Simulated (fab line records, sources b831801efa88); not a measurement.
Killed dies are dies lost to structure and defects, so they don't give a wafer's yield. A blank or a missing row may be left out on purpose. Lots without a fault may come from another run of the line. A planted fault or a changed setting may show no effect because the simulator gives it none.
Which tool did it? | flow sky130 | 12 lots, 36 wafers sampled, at 5 steps of a route of 708

WHAT THE GAUGES READ, wafer by wafer
SKY_FIELD_ISO_CD_MEAS_13: target cd 150 nm.
lot  | measured    | on        | cd_nm (nm)
L781 | day 2 22:17 | cd_sem-02 | 151.9 151.3 152.2
L782 | day 2 22:28 | cd_sem-01 | 149.8 149.6 149.4
L783 | day 3 05:58 | cd_sem-02 | 149.0 149.7 149.1
L786 | day 3 18:33 | cd_sem-01 | 147.5 148.2 147.9
L787 | day 3 21:55 | cd_sem-01 | 150.3 151.1 149.5
L789 | day 4 10:32 | cd_sem-01 | 149.7 150.2 151.1
L790 | day 4 12:52 | cd_sem-01 | 148.1 149.0 148.9
L793 | day 5 06:37 | cd_sem-02 | 150.8 150.2 152.4
L799 | day 6 14:26 | cd_sem-02 | 150.2 150.9 150.3
L801 | day 7 03:07 | cd_sem-01 | 151.2 149.4 151.3
L800 | day 7 03:15 | cd_sem-02 | 148.1 150.0 150.3
L802 | day 7 08:29 | cd_sem-01 | 151.3 150.1 151.4

SKY_VIA1_CD_MEAS_12: target cd 150 nm.
lot  | measured     | on        | cd_nm (nm)
L781 | day 35 13:43 | cd_sem-02 | 150.1 149.4 151.0
L782 | day 35 12:34 | cd_sem-02 | 148.1 149.6 149.6
L783 | day 35 14:32 | cd_sem-02 | 152.1 149.8 152.0
L786 | day 36 07:34 | cd_sem-02 | 149.7 151.4 150.3
L787 | day 36 19:14 | cd_sem-02 | 149.2 150.8 149.2
L789 | day 37 06:07 | cd_sem-01 | 148.2 148.6 148.9
L790 | day 37 09:53 | cd_sem-02 | 151.1 148.4 148.7
L793 | day 39 02:21 | cd_sem-02 | 148.7 148.8 150.0
L799 | day 40 13:19 | cd_sem-01 | 151.3 149.7 150.4
L801 | day 41 03:44 | cd_sem-01 | 148.6 149.8 149.5
L800 | day 41 01:15 | cd_sem-02 | 151.3 150.1 151.7
L802 | day 41 08:45 | cd_sem-01 | 147.1 147.3 148.8

WHICH TOOL RAN EACH LOT (tool, then ch and the chambers of the sampled wafers, then the start)
lot  | SKY_SPACER_ETCHBACK_02             | SKY_POLY_CUT_ETCH_11               | SKY_VIA1_CMP_02
L781 | rie_diel-03 ch 0,1,2, day 24 17:09 | rie_diel-04 ch 0,2,3, day 25 22:48 | cmp-01 ch 1,2, day 34 10:42
L782 | rie_diel-03 ch 0,1,3, day 24 17:05 | rie_diel-03 ch 1,2,3, day 25 22:19 | cmp-01 ch 1,3, day 34 10:03
L783 | rie_diel-02 ch 0,3, day 24 18:18   | rie_diel-01 ch 0,1,3, day 25 23:55 | cmp-01 ch 0,1,3, day 34 11:52
L786 | rie_diel-01 ch 0,2, day 25 14:49   | rie_diel-04 ch 2,3, day 26 19:43   | cmp-02 ch 0,1,2, day 35 05:04
L787 | rie_diel-03 ch 0,1, day 26 02:59   | rie_diel-03 ch 0,2,3, day 27 07:48 | cmp-01 ch 0,1,3, day 35 16:58
L789 | rie_diel-03 ch 0,1,2, day 26 16:15 | rie_diel-01 ch 0,1,2, day 27 21:46 | cmp-01 ch 0,2, day 36 03:46
L790 | rie_diel-01 ch 0,1,2, day 26 19:13 | rie_diel-03 ch 0,2, day 28 00:20   | cmp-02 ch 1,2,3, day 36 07:30
L793 | rie_diel-03 ch 0,1,2, day 28 16:40 | rie_diel-01 ch 0,2,3, day 29 20:23 | cmp-01 ch 0,2,3, day 38 01:08
L799 | rie_diel-02 ch 0,2,3, day 30 07:43 | rie_diel-01 ch 0,1, day 31 11:43   | cmp-01 ch 0,1, day 39 12:30
L801 | rie_diel-01 ch 0,1,2, day 31 01:46 | rie_diel-01 ch 0,1, day 32 05:31   | cmp-01 ch 0,3, day 40 03:13
L800 | rie_diel-02 ch 0,1,2, day 30 22:08 | rie_diel-04 ch 0,3, day 32 02:59   | cmp-02 ch 0,1,3, day 39 23:28
L802 | rie_diel-02 ch 0,1,2, day 31 06:37 | rie_diel-04 ch 0,3, day 32 10:59   | cmp-01 ch 0,1,3, day 40 07:46
- SKY_SPACER_ETCHBACK_02: etches Si3N4 in CH3F/O2, stops on SiO2, time 46.7 s, target depth 45 nm.
- SKY_POLY_CUT_ETCH_11: etches Si3N4 in CF4/CH2F2/Ar, stops on poly-Si, time 41.59 s, target depth 60 nm.
- SKY_VIA1_CMP_02: polishes SiO2.

WHAT THE TOOLS THEMSELVES READ (means of the sampled wafers that have a number; where no wafer has one, the mark that the record gives instead)
SKY_SPACER_ETCHBACK_02.
lot  | tool        | ch3f_flow_sccm (sccm) | drypump_motor_current_A (A) | oes_product_au (a.u.) | throttle_valve_pct (%)
L781 | rie_diel-03 | 40.08                 | 5.1                         | 0.863                 | 10.560
L782 | rie_diel-03 | 40.09                 | 5.3                         | 0.858                 | 10.566
L783 | rie_diel-02 | 40.02                 | 5.1                         | 0.864                 | 10.552
L786 | rie_diel-01 | 40.06                 | 5.0                         | 0.863                 | 10.561
L787 | rie_diel-03 | 40.07                 | 4.9                         | 0.848                 | 10.568
L789 | rie_diel-03 | 39.87                 | 5.1                         | 0.856                 | 10.570
L790 | rie_diel-01 | 39.90                 | 5.2                         | 0.847                 | 10.562
L793 | rie_diel-03 | 40.18                 | 5.1                         | 0.858                 | 10.570
L799 | rie_diel-02 | 39.96                 | 5.1                         | 0.862                 | 10.557
L801 | rie_diel-01 | 40.04                 | 5.2                         | 0.853                 | 10.555
L800 | rie_diel-02 | 39.96                 | 5.1                         | 0.862                 | 10.569
L802 | rie_diel-02 | 40.02                 | 5.1                         | 0.848                 | 10.555

SKY_POLY_CUT_ETCH_11.
lot  | tool        | drypump_motor_current_A (A) | oes_product_au (a.u.) | throttle_valve_pct (%)
L781 | rie_diel-04 | 5.6                         | 0.852                 | 14.994
L782 | rie_diel-03 | 5.3                         | 0.844                 | 14.993
L783 | rie_diel-01 | 5.6                         | 0.841                 | 14.997
L786 | rie_diel-04 | 5.6                         | 0.847                 | 14.995
L787 | rie_diel-03 | 5.5                         | 0.850                 | 14.991
L789 | rie_diel-01 | 5.2                         | 0.843                 | 15.001
L790 | rie_diel-03 | 5.3                         | 0.844                 | 14.995
L793 | rie_diel-01 | 5.4                         | 0.834                 | 14.986
L799 | rie_diel-01 | 5.6                         | 0.847                 | 14.991
L801 | rie_diel-01 | 5.6                         | 0.843                 | 14.999
L800 | rie_diel-04 | 5.4                         | 0.854                 | 14.994
L802 | rie_diel-04 | 5.4                         | 0.850                 | 14.996

SKY_VIA1_CMP_02.
lot  | tool   | motor_current_A (A)
L781 | cmp-01 | 12.3
L782 | cmp-01 | 13.8
L783 | cmp-01 | 13.1
L786 | cmp-02 | 12.7
L787 | cmp-01 | 13.3
L789 | cmp-01 | 12.7
L790 | cmp-02 | 12.6
L793 | cmp-01 | 12.5
L799 | cmp-01 | 13.2
L801 | cmp-01 | 12.4
L800 | cmp-02 | 11.0
L802 | cmp-01 | 13.1

THE ANSWER, worked out from the rows above alone
Rule: what is usual is taken from the lots themselves. Put in order of their means at a reading, lots are off if they are a third of the lots or fewer, leave a main group of 4 or more, and stand apart from it by a gap of 3 or more times the standard deviation of the main group's means; of several such gaps the widest counts. A main group whose means are all the same, to the digits that the tables above print for the reading, isn't used. A lot without any number at a reading at which 4 lots or more have one is off too. The other lots that the step has rows for count as sound. The gauges are gone through in route order, then the tools' own readings, and for those a lot's mean is taken as printed above. The first step at which some lot is off is used, and at that step the reading that is off furthest; a lot without a number counts as furthest.
No lot is off at any reading shown: from this, nothing can be told.

WHAT THE SIMULATOR HAD PUT IN
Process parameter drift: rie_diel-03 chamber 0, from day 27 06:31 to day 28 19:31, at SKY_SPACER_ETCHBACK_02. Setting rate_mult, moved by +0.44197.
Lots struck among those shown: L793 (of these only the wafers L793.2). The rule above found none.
